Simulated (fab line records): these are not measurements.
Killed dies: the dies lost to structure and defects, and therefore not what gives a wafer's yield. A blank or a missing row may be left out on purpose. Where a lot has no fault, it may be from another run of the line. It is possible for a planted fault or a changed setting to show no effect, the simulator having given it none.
Comparing a struck lot with a sound one || flow sky130 || 14 steps out of a route of 708
Sound: these wafers, L929.1, L929.2, L929.5. Wafers struck: L937.2, L937.4, L937.5. The cause is given at the end.
At each step with rows: each side's tool, then ch and its chambers, then its first start. Under that, the readings that differ: sound wafers || struck wafers || difference of the means || sigmas: that difference in standard deviations of wafers without a fault.
alike: readings with means less than 2 such deviations apart, plus words and numbers identical on both sides. not compared: withheld readings, readings lacking a value on some wafer, bounds such as >300 that could conceal the same value, and numbers that have no deviation in the record and whose values overlap.
The two part at a step that has a row with sigmas, a row that says differs or no value, or rows on one side only. Numbers that don't overlap but have no deviation are shown without sigmas and don't part them. Lack of a reading on every wafer of one side parts them only where that side has two or more wafers.

SKY_VIA1_CD_MEAS_12 targets a cd of 150 nm.
  struck on cd-sem-02, day 38 14:49; sound on cd-sem-01, day 36 04:07
  alike: cd-nm
SKY_VIA1_OVL_MEAS_13:
  struck on overlay-02, day 38 14:55; sound on overlay-01, day 36 04:14
  alike: VIA1_OVL
SKY_VIA1_ETCH_14: etches BARC in N2/H2, stops on SiO2, time 45.9 s, target depth 60 nm.
  sound on rie-diel-01 ch 0,1, day 36 04:16; struck on rie-diel-03 ch 0,2, day 38 14:57
  alike: drypump-motor-current-A, oes-product-au, throttle-valve-pct
  not compared: rf-hours-counter-h
SKY_VIA1_ETCH_15: etches SiO2 in C4F8/O2/Ar, stops on TiN, target depth 351 nm, time 54 s.
  sound on rie-diel-01 ch 0,1, day 36 04:19; struck on rie-diel-03 ch 0,2, day 38 14:59
  alike: oes-product-au
  not compared: rf-hours-counter-h
SKY_VIA1_STRIP_16: strips in O2/N2.
  sound on plasma-asher-01 ch 0,1, day 36 04:22; struck on plasma-asher-04 ch 0,1, day 38 15:02
  alike: drypump-motor-current-A, o2-flow-sccm, oes-product-au, strip-time-to-endpoint-s
  not compared: rf-hours-counter-h
then, 3 steps without rows for these wafers: SKY_VIA1_STRIP_17 (strips in post etch residue remover, time 1200 s); SKY_VIA1_CLEAN_18 (cleans in IPA, time 180 s); SKY_VIA1_CLEAN_19 (cleans in O3/DIW).
SKY_VIA1_SPUTTER_20: material TiN, target thk 20 nm, time 80 s.
  struck on pvd-sputter-03, day 38 16:05; sound on pvd-sputter-03, day 36 05:03
  alike: throttle-valve-pct
SKY_VIA1_CVD_21: deposits W, target thk 270 nm, time 80.902 s.
  sound on cvd-w-01 ch 0,1, day 36 05:07; struck on cvd-w-01 ch 0,1, day 38 16:12
  alike: heater-power-w
SKY_VIA1_RS_MEAS_22: uses a four-point probe to measure.
  struck on film-metro-01, day 38 16:19; sound on film-metro-01, day 36 05:12
  alike: VIA1_W_RS
SKY_VIA1_THK_MEAS_23: measures by xrf.
  struck on film-metro-01, day 38 16:25; sound on film-metro-01, day 36 05:19
  alike: VIA1_W_THK
SKY_VIA1_CMP_24: polishes, stops on SiO2, t overpolish 15 s, target thk 0 nm.
  sound on cmp-02 ch 0,1,2, day 36 05:23; struck on cmp-02 ch 1,2, day 38 16:28
{"reading": "overpolish-run-s (s)", "sound": "14.987 15.007 15.003", "struck": "0.034 0.039 0.056", "difference": -14.956, "sigmas": "-99 or more"}
{"reading": "time-to-endpoint-s (s)", "sound": "67 74 76", "struck": "105 105 106", "difference": "+33", "sigmas": "+8"}
  alike: motor-current-A
-- the record jumps here: 10 days lie between the struck wafers' starts before and after (it left off in module VIA1 and takes up again in module PAD_OPEN, whose first step shown is number 708 of the route) --
SKY_PAD_OPEN_PROBE_99:
  struck on prober-01, day 49 02:46; sound on prober-02, day 47 07:54
{"reading": "defect-limited-yield (%)", "sound": "84.3 80.1 83.1", "struck": "0 0 0", "difference": -82, "sigmas": -43}
{"reading": "killed_at_M0_to_M3", "sound": "35 43 47", "struck": "451 444 451", "difference": "+407", "sigmas": "+60"}
{"reading": "killed-dies", "sound": "77 98 83", "struck": "492 492 492", "difference": "+406", "sigmas": "+43"}
{"reading": "killed-on-rim", "sound": "15 19 17", "struck": "96 96 96", "difference": "+79", "sigmas": "+20"}
{"reading": "sort_bin_3_pad_short (%)", "sound": "0.4 1.2 1.6", "struck": "81.9 81.9 83.3", "difference": "+81.3", "sigmas": "+99 or more"}
{"reading": "sort-n-pass", "sound": "415 394 409", "struck": "0 0 0", "difference": -406, "sigmas": -43}
{"reading": "sort-yield-pct (%)", "sound": "84.3 80.1 83.1", "struck": "0 0 0", "difference": -82, "sigmas": -43}
  alike: killed_at_M4_up, killed-at-contacts, killed-at-front-end, killed-at-other, killed-open, killed-short, sort_bin_5_function, sort_bin_6_memory

## WHERE THEY PART
First at SKY_VIA1_CMP_24; last, within this record, at SKY_PAD_OPEN_PROBE_99.

WHY: what the simulator had put in
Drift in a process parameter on cmp-02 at SKY_VIA1_CMP_24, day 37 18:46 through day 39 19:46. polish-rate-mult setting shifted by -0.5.
